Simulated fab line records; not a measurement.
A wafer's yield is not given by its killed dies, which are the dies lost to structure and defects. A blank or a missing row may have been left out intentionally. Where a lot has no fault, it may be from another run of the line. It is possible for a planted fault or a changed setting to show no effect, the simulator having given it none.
What tool caused it? :: flow sky130 :: 6 lots with 18 wafers sampled at 4 steps, on a route of 708 steps

## WHAT THE GAUGES READ, wafer by wafer
SKY_POLY_GATE_CD_MEAS_13 targets a cd of 150 nm.
lot: L318
measured: day 17 13:22
on: cd_sem-01
cd_nm (nm): 149.4 147.1 146.5

lot: L322
measured: day 19 05:37
on: cd_sem-01
cd_nm (nm): 149.4 149.3 149.1

lot: L332
measured: day 22 22:09
on: cd_sem-01
cd_nm (nm): 148.3 149.5 149.7

lot: L335
measured: day 23 13:58
on: cd_sem-02
cd_nm (nm): 151.8 150.9 152.3

lot: L337
measured: day 25 03:45
on: cd_sem-02
cd_nm (nm): 149.6 150.6 151.0

## WHAT TOOL EACH LOT RAN ON (gives the tool, then ch and the chambers of the sampled wafers, and finally the start)
lot: L318
SKY_FIELD_ISO_ETCH_15: rie_diel-02 ch 0,2,3, day 2 23:15
SKY_SONOS_ONO_ETCH_15: rie_diel-03 ch 0,1,2, day 13 14:26
SKY_SONOS_ONO_WET_ETCH_16: wet_bench-03 ch 3, day 13 14:27

lot: L322
SKY_FIELD_ISO_ETCH_15: rie_diel-04 ch 0,3, day 3 18:57
SKY_SONOS_ONO_ETCH_15: rie_diel-03 ch 0,2, day 15 01:28
SKY_SONOS_ONO_WET_ETCH_16: wet_bench-01 ch 0, day 15 01:29

lot: L327
SKY_FIELD_ISO_ETCH_15: rie_diel-02 ch 1,2,3, day 4 18:34
SKY_SONOS_ONO_ETCH_15: rie_diel-04 ch 0,1,2, day 16 23:47
SKY_SONOS_ONO_WET_ETCH_16: wet_bench-01 ch 2, day 16 23:48

lot: L332
SKY_FIELD_ISO_ETCH_15: rie_diel-04 ch 0,1, day 5 21:44
SKY_SONOS_ONO_ETCH_15: rie_diel-04 ch 0,1, day 18 17:53
SKY_SONOS_ONO_WET_ETCH_16: wet_bench-03 ch 0, day 18 17:54

lot: L335
SKY_FIELD_ISO_ETCH_15: rie_diel-04 ch 1,2,3, day 6 13:19
SKY_SONOS_ONO_ETCH_15: rie_diel-02 ch 0,1,2, day 19 11:14
SKY_SONOS_ONO_WET_ETCH_16: wet_bench-01 ch 3, day 19 11:15

lot: L337
SKY_FIELD_ISO_ETCH_15: rie_diel-02 ch 1,2, day 7 00:01
SKY_SONOS_ONO_ETCH_15: rie_diel-03 ch 0,1, day 20 23:01
SKY_SONOS_ONO_WET_ETCH_16: wet_bench-04 ch 2, day 20 23:02
- SKY_FIELD_ISO_ETCH_15: etches the open film in CHF3/O2, stops on Si, target depth 180 nm, time 72 s.
- SKY_SONOS_ONO_ETCH_15: etches the open film in CHF3/O2, target depth 19.52 nm, time 7.8 s.
- SKY_SONOS_ONO_WET_ETCH_16: etches SiO2 in dHF, target depth 14 nm, time 280 s.

## THE ANSWER, worked out from the rows above alone
Rule: usual is defined by the lots themselves. Put in order of their means at a reading, lots are off if they are a third of the lots or fewer, leave a main group of 4 or more, and stand apart from it by a gap of 3 or more times the standard deviation of the main group's means; of several such gaps the widest counts. Not used: any main group whose means are identical at the precision the tables above print for the reading. A lot without any number at a reading at which 4 lots or more have one is off too. All remaining lots with rows at the step are treated as sound.
Across all readings shown, no lot is off: no conclusion can be drawn from this.

## WHAT THE SIMULATOR HAD INSERTED
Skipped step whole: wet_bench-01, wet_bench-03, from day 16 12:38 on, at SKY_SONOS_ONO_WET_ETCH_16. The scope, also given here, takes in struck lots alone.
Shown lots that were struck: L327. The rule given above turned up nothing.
